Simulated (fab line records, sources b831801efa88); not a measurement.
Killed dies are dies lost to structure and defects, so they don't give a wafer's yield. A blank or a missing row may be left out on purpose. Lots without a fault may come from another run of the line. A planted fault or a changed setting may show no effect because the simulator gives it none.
fab line records | flow sky130
record lots=5 wafers=15 last_day=50
route steps=708 shown METAL3@561 VIA3@573 PAD_OPEN@708
lots that met no fault: from a run of the same line without faults
start_h: hours from the record's first day to the start of the lot's first wafer shown | wait_h: hours since the lot's step before | " the same as in the row above | L1.1+2: a row that stands for several wafers | - no value, or no start given | * or withheld: withheld | < > ~ a bound
route shown NAME@n: a module of which the file shows steps, and the number in the route of the first | usual: mean/standard deviation of fault-free wafers | same: alike in all rows | chamber/n: place in a boat | sites: the reading at each site | _std_site: their standard deviation | _edge_site: outer sites' mean less inner sites' | radius_mm: how far each site lies from the wafer's centre | mask NAME#n: copy n | behind: the tool/chamber that last shaped the wafer | hold: why the lot was held/for how many hours/how that ended | device: the transistor (n, p or np) that didn't switch | end of line: the same wafers' tests at the end of the route | a step without rows: its recipe alone | killed: dies lost to structure and defects at the first sort, not the wafer's yield | map: a wafer's dies, x killed, . not, _ none there
set.NAME: the setting as run; set.NAME@STEP: as run at that earlier step | model.NAME: the simulator's own value behind a step, which no gauge read
lots at some steps of the route; a table a step, a row a wafer
services: from which hour (start_h, from the record's first day; less than 0 if before it) a tool's chamber was out of use, for how many hours, and why
## steps
# step SKY_METAL3_PEB_11
# recipe peb_temp_c=withheld peb_time_s=withheld resist=KrF-thick
# step SKY_METAL3_DEVELOP_12
# recipe develop_time_s=60 resist=KrF-thick dev_temp_c=21
# step SKY_METAL3_CD_MEAS_13
# recipe target_cd_nm=300
# usual cd_nm=299.8/1.2
# columns lot.wafer tool chamber start_h wait_h cd_nm
L874.2 cd_sem-02 - 904.93 - 299.9
L874.4 " - " " 299.5
L874.5 " - " " 299.9
L873.2 cd_sem-01 - 904.97 - 298.9
L873.3 " - " " 298.9
L873.4 " - " " 298.7
L881.1 cd_sem-02 - 952.90 - 299.1
L881.4 " - " " 299.0
L881.6 " - " " 299.5
L893.1 cd_sem-02 - 1041.48 - 301.1
L893.2 " - " " 300.9
L893.5 " - " " 300.3
L891.1 cd_sem-02 - 1043.61 - 297.7
L891.2 " - " " 297.4
L891.6 " - " " 298.3
# step SKY_METAL3_OVL_MEAS_14
# usual METAL3_OVL=-3/5
# columns lot.wafer tool chamber start_h wait_h METAL3_OVL[nm]
L874.2 overlay-01 - 905.03 0.1 -6
L874.4 " - " " -5
L874.5 " - " " -1
L873.2 overlay-02 - 905.08 0.1 -5
L873.3 " - " " 7
L873.4 " - " " 0
L881.1 overlay-02 - 953.02 0.1 -8
L881.4 " - " " -4
L881.6 " - " " -11
L893.1 overlay-01 - 1041.60 0.1 -11
L893.2 " - " " -6
L893.5 " - " " -10
L891.1 overlay-02 - 1043.73 0.1 -4
L891.2 " - " " -10
L891.6 " - " " -11
# step SKY_METAL3_DESCUM_15
# recipe chemistry=O2 source_power_w=150 bias_power_w=0 pressure_mtorr=10 temp_c=40 time_s=8
# usual drypump_motor_current_A=5.6/0.32 oes_product_au=0.994/0.012
# same time_s=8
# columns lot.wafer tool chamber start_h wait_h drypump_motor_current_A oes_product_au rf_hours_counter_h
L874.2 rie_metal-03 0 905.06 0.0 6.0 1.021 12
L874.4 " 1 " " 5.3 0.994 -
L874.5 " 0 " " 6.0 1.008 -
L873.2 rie_metal-01 1 905.11 0.0 6.0 0.998 10
L873.3 " 0 " " 5.3 1.018 -
L873.4 " 1 " " 6.0 0.990 -
L881.1 rie_metal-04 0 953.06 0.0 5.8 0.993 8
L881.4 " 1 " " 5.2 0.991 -
L881.6 " 1 " " 5.2 0.979 -
L893.1 rie_metal-03 1 1041.64 0.0 5.3 0.996 16
L893.2 " 0 " " 6.0 1.030 21
L893.5 " 1 " " 5.3 0.998 -
L891.1 rie_metal-04 0 1043.76 0.0 5.7 0.998 13
L891.2 " 1 " " 5.2 0.985 14
L891.6 " 0 " " 5.8 1.002 -
# step SKY_METAL3_ETCH_16
# recipe chemistry=N2/H2 target=BARC ion_energy_ev=200 bias_w=100 pressure_mtorr=30 n2_flow_sccm=100 h2_flow_sccm=200 icp_w=500 stop_on=SiO2 time_s=88.2 target_depth_a=600
# step SKY_METAL3_ETCH_17
# recipe target=SiO2 stop_on=TiN chemistry=C4F8/O2/Ar source_w=1500 bias_w=1200 pressure_mtorr=40 c4f8_flow_sccm=withheld O2_flow_sccm=6 Ar_flow_sccm=300 time_s=3.9 target_depth_a=150
# usual oes_product_au=0.757/0.0075
# same time_s=3.9
# columns lot.wafer tool chamber start_h wait_h oes_product_au rf_hours_counter_h
L874.2 rie_diel-04 1 905.19 0.1 0.757 13
L874.4 " 2 " " 0.770 13
L874.5 " 0 " " 0.754 -
L873.2 rie_diel-01 3 905.24 0.1 0.761 10
L873.3 " 1 " " 0.748 17
L873.4 " 2 " " 0.761 11
L881.1 rie_diel-01 3 953.19 0.1 0.754 12
L881.4 " 2 " " 0.755 13
L881.6 " 0 " " 0.757 -
L893.1 rie_diel-02 0 1041.77 0.1 0.762 29
L893.2 " 2 " " 0.766 30
L893.5 " 1 " " 0.756 -
L891.1 rie_diel-01 0 1043.89 0.1 0.747 7
L891.2 " 1 " " 0.756 22
L891.6 " 3 " " 0.750 -
# step SKY_METAL3_METAL_ETCH_18
# recipe target_depth_a=8450 stop_on=SiO2 over_etch_frac=0.3 time_s=183.1 chemistry=Cl2/BCl3 resist_sidewall_deg=88 pressure_mtorr=10 icp_w=900 bias_w=48.5 Cl2_flow_sccm=60 bcl3_flow_sccm=30
# usual drypump_motor_current_A=5.6/0.33 oes_product_au=0.867/0.0069 throttle_valve_pct=22.264/0.0099
# same time_s=183.1
# columns lot.wafer tool chamber start_h wait_h drypump_motor_current_A oes_product_au rf_hours_counter_h throttle_valve_pct
L874.2 rie_metal-03 0 905.21 0.0 6.0 0.873 12 22.259
L874.4 " 1 " " 5.3 0.879 - 22.274
L874.5 " 0 " " 6.0 0.875 - 22.274
L873.2 rie_metal-01 0 905.26 0.0 5.3 0.855 0 22.257
L873.3 " 0 " " 5.3 0.861 - 22.247
L873.4 " 1 " " 6.0 0.868 - 22.267
L881.1 rie_metal-01 1 953.21 0.0 6.0 0.856 12 22.265
L881.4 " 0 " " 5.3 0.857 - 22.251
L881.6 " 1 " " 6.0 0.865 - 22.254
L893.1 rie_metal-01 1 1041.79 0.0 6.0 0.864 17 22.284
L893.2 " 0 " " 5.3 0.869 7 22.265
L893.5 " 1 " " 6.0 0.875 - 22.256
L891.1 rie_metal-03 1 1043.91 0.0 5.3 0.866 17 22.286
L891.2 " 0 " " 6.0 0.880 21 22.257
L891.6 " 1 " " 5.3 0.865 - 22.263
# step SKY_METAL3_STRIP_19
# recipe chemistry=O2/N2 power_w=1400 pressure_mtorr=1500 platen_temp_c=withheld o2_flow_sccm=3000 n2_flow_sccm=300 overash_fraction=0.5
# usual drypump_motor_current_A=5.46/0.15 oes_product_au=0.501/0.0068 strip_time_to_endpoint_s=6.51/0.14
# columns lot.wafer tool chamber start_h wait_h drypump_motor_current_A oes_product_au rf_hours_counter_h strip_time_to_endpoint_s
L874.2 plasma_asher-04 0 905.39 0.1 5.70 0.489 16 6.30
L874.4 " 1 " " 5.38 0.502 - 6.53
L874.5 " 1 " " 5.40 0.495 - 6.32
L873.2 plasma_asher-02 1 905.43 0.1 5.50 0.496 76 6.46
L873.3 " 0 " " 5.48 0.498 - 6.45
L873.4 " 1 " " 5.50 0.507 - 6.64
L881.1 plasma_asher-04 1 953.38 0.1 5.43 0.500 20 6.64
L881.4 " 0 " " 5.70 0.507 - 6.52
L881.6 " 0 " " 5.72 0.500 - 6.65
L893.1 plasma_asher-02 0 1041.97 0.1 5.48 0.503 88 6.60
L893.2 " 1 " " 5.53 0.504 88 6.62
L893.5 " 1 " " 5.51 0.511 - 6.61
L891.1 plasma_asher-04 0 1044.09 0.1 5.67 0.502 30 6.56
L891.2 " 1 " " 5.38 0.487 30 6.26
L891.6 " 0 " " 5.66 0.494 - 6.48
# step SKY_METAL3_STRIP_20
# recipe chemistry=post_etch_residue_remover time_s=1200 temp_c=72.5
# step SKY_METAL3_CLEAN_21
# recipe chemistry=IPA time_s=180 temp_c=25
# step SKY_METAL3_CLEAN_22
# recipe chemistry=O3/DIW dry=n2_spin
# step SKY_VIA3_HDPCVD_00
# recipe material=SiO2 target_thk_nm=1635 sigma_open_frac=0.3 time_s=272.5 temp_c=400 sih4_flow_sccm=60 pressure_mtorr=6
# usual run_length_s=300.4/0.44
# columns lot.wafer tool chamber start_h wait_h run_length_s model.SiO2_of_VIA3_HDPCVD_00.thk_nm
L874.2 hdpcvd-02 1 905.98 0.0 300.2 1622
L874.4 " 1 " " 300.0 1611
L874.5 " 2 " " 300.1 1603
L873.2 hdpcvd-01 2 906.07 0.0 300.3 1641
L873.3 " 1 " " 300.1 1647
L873.4 " 0 " " 300.5 1635
L881.1 hdpcvd-01 2 954.02 0.0 300.2 1643
L881.4 " 1 " " 319.2 1768
L881.6 " 0 " " 300.7 1626
L893.1 hdpcvd-02 2 1042.56 0.0 300.5 1637
L893.2 " 1 " " 299.7 1661
L893.5 " 0 " " 300.5 1641
L891.1 hdpcvd-01 1 1044.68 0.0 300.2 1611
L891.2 " 0 " " 300.6 1613
L891.6 " 0 " " 300.5 1587
# step SKY_VIA3_THK_MEAS_01
# recipe reads=SiO2_of_VIA3_HDPCVD_00
# usual VIA3_HDPCVD_THK=1632/20
# columns lot.wafer tool chamber start_h wait_h VIA3_HDPCVD_THK[nm]
L874.2 film_metro-01 - 906.16 0.1 1622
L874.4 " - " " 1611
L874.5 " - " " 1603
L873.2 film_metro-03 - 906.25 0.1 1641
L873.3 " - " " 1645
L873.4 " - " " 1635
L881.1 film_metro-02 - 954.18 0.1 1644
L881.4 " - " " 1768
L881.6 " - " " 1625
L893.1 film_metro-01 - 1042.73 0.1 1637
L893.2 " - " " 1661
L893.5 " - " " 1641
L891.1 film_metro-01 - 1044.85 0.1 1613
L891.2 " - " " 1612
L891.6 " - " " 1586
# step SKY_VIA3_CMP_02
# recipe material=SiO2 down_force_psi=4 platen_rpm=60 pad_velocity_m_s=0.94248
# usual motor_current_A=11.9/1.3 platen_rpm=60.00/0.046
# columns lot.wafer tool chamber start_h wait_h motor_current_A platen_rpm
L873.4 cmp-01 0 906.30 0.0 12.3 59.93
L873.3 " 2 " " 10.5 60.01
L873.2 " 3 " " 15.1 60.04
L874.2 cmp-02 0 906.31 0.1 11.3 59.98
L874.4 " 1 " " 10.4 60.01
L874.5 " 3 " " 12.0 59.98
L881.4 cmp-01 2 954.24 0.0 10.4 60.01
L881.1 " 3 " " 15.5 60.09
L881.6 " 2 " " 10.8 59.98
L893.2 cmp-01 2 1042.89 0.1 10.7 59.96
L893.1 " 3 " " 15.5 60.05
L893.5 " 1 " " 12.5 60.06
L891.1 cmp-01 1 1044.96 0.1 10.9 59.97
L891.2 " 2 " " 10.4 60.06
L891.6 " 0 " " 11.5 60.02
# step SKY_PAD_OPEN_PROBE_99
# usual defect_limited_yield=82.6/1.8 killed_at_M0_to_M3=44/6.9 killed_at_M4_up=3.2/1.8 killed_at_contacts=23/5.2 killed_at_front_end=15/4.5 killed_at_other=0.3/0.56 killed_dies=85/8.8 killed_open=47/6.7 killed_short=39/6.4 sort_bin_3_pad_short=0.8/0.4 sort_bin_5_function=10.2/1.3 sort_bin_6_memory=6.4/1.1 sort_n_pass=407/8.8 sort_yield_pct=82.6/1.8
# same gross_dies=492 killed_at_back_side=0 sort_bin_4_leakage[%]=0 sort_bin_8_speed[%]=0
# columns lot.wafer tool chamber start_h wait_h defect_limited_yield[%] killed_at_M0_to_M3 killed_at_M4_up killed_at_contacts killed_at_front_end killed_at_other killed_dies killed_open killed_short sort_bin_3_pad_short[%] sort_bin_5_function[%] sort_bin_6_memory[%] sort_n_pass sort_yield_pct[%]
L874.2 prober-01 - 1079.16 0.1 84.6 38 3 19 16 0 76 48 28 0.6 10.0 4.9 416 84.6
L874.4 prober-01 - 1079.26 0.2 83.9 35 2 25 17 0 79 42 37 1.2 8.9 5.9 413 83.9
L874.5 prober-01 - 1079.31 0.2 87.2 30 0 19 14 0 63 35 28 0.6 7.3 4.9 429 87.2
L881.1 prober-01 - 1117.30 0.1 83.3 40 5 16 20 1 82 42 40 0.8 9.3 6.5 410 83.3
L881.4 prober-01 - 1117.45 0.2 82.3 45 2 18 21 1 87 53 34 1.0 8.9 7.7 405 82.3
L881.6 prober-01 - 1117.55 0.2 85.2 34 4 16 19 0 73 36 37 0.6 9.6 4.7 419 85.2
L893.1 prober-01 - 1185.83 0.1 82.9 28 1 23 32 0 84 47 37 1.0 8.5 7.5 408 82.9
L893.2 prober-01 - 1185.88 0.1 83.9 37 3 19 20 0 79 43 36 0.6 10.6 4.9 413 83.9
L893.5 prober-01 - 1186.03 0.2 84.1 32 5 26 15 0 78 37 41 1.2 10.0 4.7 414 84.1
L891.1 prober-02 - 1187.91 0.1 82.1 42 6 30 10 0 88 41 47 0.2 11.8 5.9 404 82.1
L891.2 prober-02 - 1187.96 0.1 82.7 44 4 25 12 0 85 47 38 1.0 8.3 7.9 407 82.7
L891.6 prober-02 - 1188.16 0.2 79.3 42 3 37 19 1 102 57 45 1.6 11.2 7.9 390 79.3
# killed by level:class
L874.2 VIA1:geometric_particle:open=11 CONTACT:geometric_particle:open=8 LI_CONTACT:geometric_particle:open=7 VIA3:geometric_particle:open=6 POLY_GATE:geometric_particle:open=5 VIA2:geometric_particle:open=5 METAL1:geometric_particle:short=4 LI_CONTACT:geometric_particle:short=3
L874.4 CONTACT:geometric_particle:open=8 VIA3:geometric_particle:open=7 VIA2:geometric_particle:open=6 FIELD_ISO:geometric_particle:short=5 CONTACT:geometric_particle:short=5 VIA1:geometric_particle:short=5 LI_CONTACT:geometric_particle:open=5 VIA1:geometric_particle:open=5
L874.5 VIA1:geometric_particle:open=9 LI_CONTACT:geometric_particle:open=5 CONTACT:geometric_particle:short=5 FIELD_ISO:geometric_particle:open=4 CONTACT:geometric_particle:open=4 VIA2:geometric_particle:open=4 VIA3:geometric_particle:open=4 METAL2:geometric_particle:short=3
L881.1 VIA1:geometric_particle:open=13 VIA3:geometric_particle:open=7 FIELD_ISO:geometric_particle:open=5 POLY_GATE:geometric_particle:short=5 METAL4:geometric_particle:short=5 FIELD_ISO:geometric_particle:short=4 POLY_GATE:geometric_particle:open=4 CONTACT:geometric_particle:short=4
L881.4 VIA1:geometric_particle:open=11 VIA3:geometric_particle:open=9 CONTACT:geometric_particle:open=7 POLY_GATE:geometric_particle:open=6 LI_CONTACT:geometric_particle:open=6 FIELD_ISO:geometric_particle:short=5 VIA1:geometric_particle:short=5 METAL2:geometric_particle:short=5
L881.6 VIA3:geometric_particle:open=6 VIA1:geometric_particle:open=5 FIELD_ISO:geometric_particle:short=4 POLY_GATE:geometric_particle:short=4 LI_CONTACT:geometric_particle:short=4 LI_CONTACT:geometric_particle:open=4 VIA2:geometric_particle:open=4 VIA3:geometric_particle:short=4
L893.1 FIELD_ISO:geometric_particle:open=9 FIELD_ISO:geometric_particle:short=7 POLY_GATE:geometric_particle:open=7 LI_CONTACT:geometric_particle:open=7 CONTACT:geometric_particle:open=6 METAL1:geometric_particle:short=5 VIA1:geometric_particle:open=5 POLY_GATE:geometric_particle:short=4
L893.2 CONTACT:geometric_particle:open=9 VIA2:geometric_particle:open=9 POLY_GATE:geometric_particle:open=8 VIA1:geometric_particle:open=6 POLY_GATE:geometric_particle:short=5 VIA3:geometric_particle:open=4 CONTACT:geometric_particle:short=4 METAL1:geometric_particle:short=4
L893.5 CONTACT:geometric_particle:open=9 FIELD_ISO:geometric_particle:short=8 LI_CONTACT:geometric_particle:open=8 VIA1:geometric_particle:open=8 METAL2:geometric_particle:short=5 VIA3:geometric_particle:short=4 VIA2:geometric_particle:short=4 FIELD_ISO:geometric_particle:open=3
L891.1 VIA2:geometric_particle:open=11 CONTACT:geometric_particle:short=10 CONTACT:geometric_particle:open=8 METAL1:geometric_particle:short=6 METAL4:geometric_particle:short=6 VIA1:geometric_particle:open=5 METAL2:geometric_particle:short=5 LI_CONTACT:geometric_particle:short=4
L891.2 VIA1:geometric_particle:open=11 CONTACT:geometric_particle:open=10 CONTACT:geometric_particle:short=9 VIA3:geometric_particle:open=8 VIA1:geometric_particle:short=7 VIA2:geometric_particle:open=6 FIELD_ISO:geometric_particle:short=4 LI_CONTACT:geometric_particle:open=4
L891.6 CONTACT:geometric_particle:open=17 LI_CONTACT:geometric_particle:open=9 VIA1:geometric_particle:open=8 VIA3:geometric_particle:open=7 CONTACT:geometric_particle:short=6 VIA1:geometric_particle:short=6 METAL2:geometric_particle:short=6 FIELD_ISO:geometric_particle:short=5
## services
# columns tool chamber start_h hours kind
rie_diel-02 - 884.57 0.9 repair
rie_metal-01 0 887.97 - clean
rie_metal-01 0 887.97 13.2 scheduled_down
hdpcvd-02 0 891.10 6.0 repair
cmp-02 - 911.44 1.6 repair
cmp-02 - 913.07 4.0 pm
rie_diel-04 - 922.30 14.4 repair
rie_diel-02 1 927.61 12.6 repair
hdpcvd-02 - 928.87 1.3 repair
hdpcvd-02 - 950.25 15.0 pm
hdpcvd-02 0 966.02 5.1 repair
rie_metal-04 1 977.30 1.7 repair
rie_diel-02 0 980.70 2.6 repair
rie_diel-04 2 982.93 2.6 repair
hdpcvd-01 - 987.20 1.2 repair
rie_diel-04 3 987.61 2.7 repair
rie_diel-01 1 991.54 3.7 repair
plasma_asher-02 - 1002.51 3.8 repair
hdpcvd-01 - 1010.41 2.8 pm
rie_diel-04 1 1013.81 3.6 repair
cmp-01 - 1032.25 0.9 repair
rie_diel-04 - 1032.92 38.4 repair
rie_diel-02 2 1032.95 7.5 repair
hdpcvd-01 - 1038.80 3.2 repair
## key
first_sign step=SKY_VIA3_HDPCVD_00 reading=run_length_s direction=up sigmas=43 usual=* struck=*
effect step=SKY_VIA3_THK_MEAS_01 reading=VIA3_HDPCVD_THK direction=up sigmas=6.9 usual=1632 struck=1768
model_effect step=SKY_VIA3_HDPCVD_00 value=SiO2_of_VIA3_HDPCVD_00.thk_nm without=1656 struck=1768
met_at SKY_VIA3_HDPCVD_00
struck_wafers L881.4
onset_between 906.07 954.02
fault kind=process_parameter_drift tool=hdpcvd-01 chamber=- onset_h=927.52 steps=SKY_VIA3_HDPCVD_00 channel=time_s offset=* shape=step end_h=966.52 scope=struck_wafers_only acts_in=* stated=*
